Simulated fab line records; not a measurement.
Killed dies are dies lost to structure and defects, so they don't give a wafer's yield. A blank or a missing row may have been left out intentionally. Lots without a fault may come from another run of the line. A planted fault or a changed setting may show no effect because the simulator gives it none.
Matching of chambers ; flow gf180mcu ; GF_V2_CMP_04 on cmp-01: 4 sister chambers
The step polishes SiO2. 8 wafers are shown with their chamber, then 8 later ones without.

WAFERS, EACH WITH ITS CHAMBER
wafer;chamber;motorCurrentA (A);timeToEndpointS (s)
L590.2;1;11.3;68
L594.5;2;12.4;79
L596.1;3;11.6;79
L596.3;2;12.5;83
L597.1;3;11.3;74
L597.2;0;13.3;75
L597.6;1;11.4;81
L598.1;0;13.2;74

WAFERS MISSING THEIR CHAMBER
wafer;motorCurrentA (A);timeToEndpointS (s)
L598.3;11.3;80
L598.5;13.8;76
L611.2;12.8;72
L611.3;11.7;76
L611.5;13.5;76
L613.2;13.3;65
L613.3;11.3;64
L613.5;12.8;77

THE CHAMBER EACH PASSED THROUGH
wafer;from the rows above;in truth
L598.3;can't be placed: 1 or 3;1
L598.5;0;0
L611.2;can't be placed: 2 or 0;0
L611.3;can't be placed: 3 or 1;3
L611.5;0;0
L613.2;0;0
L613.3;can't be placed: 1 or 3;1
L613.5;can't be placed: 2 or 0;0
Placed correctly: 3 of 8. These rows do not allow placing 5 (true chamber among the candidates in 5). Placed wrongly: 0.
How it was worked out, from the rows above alone: a wafer's distance from a chamber is the root of the sum, over the readings, of the square of ((its reading less the chamber's mean) divided by the reading's scatter). If the next closest chamber is less than 2 further off than the closest, the wafer can't be placed; otherwise it belongs to the closest. A chamber's mean is the mean of its shown wafers. How the scatter is found: for the shown wafers, subtract from each reading the mean of its chamber, square and add these, divide the total by (wafers less chambers), then take the root.
